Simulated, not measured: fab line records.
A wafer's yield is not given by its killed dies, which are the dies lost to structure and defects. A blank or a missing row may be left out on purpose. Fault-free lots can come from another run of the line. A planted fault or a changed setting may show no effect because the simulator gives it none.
Chamber matching	flow gf180mcu	4 sister chambers for GF_SAB_ETCH_11 on rie-diel-01
The step etches SiO2 in C4F8/O2/Ar, target depth 55 nm, time 8.5 s. 4 wafers are shown with their chamber, then 8 later ones without.

WAFERS, EACH WITH ITS CHAMBER
wafer	chamber	oes-product-au (a.u.)
L079.6	2	0.979
L084.4	1	1.010
L088.5	0	1.011
L089.1	3	0.994

WAFERS WITH NO CHAMBER GIVEN
wafer	oes-product-au (a.u.)
L089.2	1.004
L089.3	0.983
L094.1	1.012
L094.2	1.015
L094.4	1.000
L095.2	0.998
L095.5	1.010
L095.6	0.994

CHAMBER TAKEN BY EACH
wafer	from the rows above	in truth
L089.2	can't be placed: 1 or 0 or 3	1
L089.3	can't be placed: 2 or 3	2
L094.1	can't be placed: 0 or 1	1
L094.2	can't be placed: 0 or 1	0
L094.4	can't be placed: 3 or 1 or 0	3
L095.2	3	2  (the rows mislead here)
L095.5	can't be placed: 1 or 0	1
L095.6	3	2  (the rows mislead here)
Correct placement for 0 of the 8. Cannot be placed on the basis of these rows: 6; the candidates contain the true chamber in 6. Placed wrongly: 2.
How it was worked out, from the rows above alone: a wafer's distance from a chamber is the root of the sum, over the readings, of the square of ((its reading less the chamber's mean) divided by the reading's scatter). If the next closest chamber is less than 2 further off than the closest, the wafer can't be placed; otherwise it belongs to the closest. The mean given for a chamber averages the wafers shown for that chamber. The scatter: root of mean squared gap, hidden wafer to nearest shown wafer, with one shown wafer a chamber.
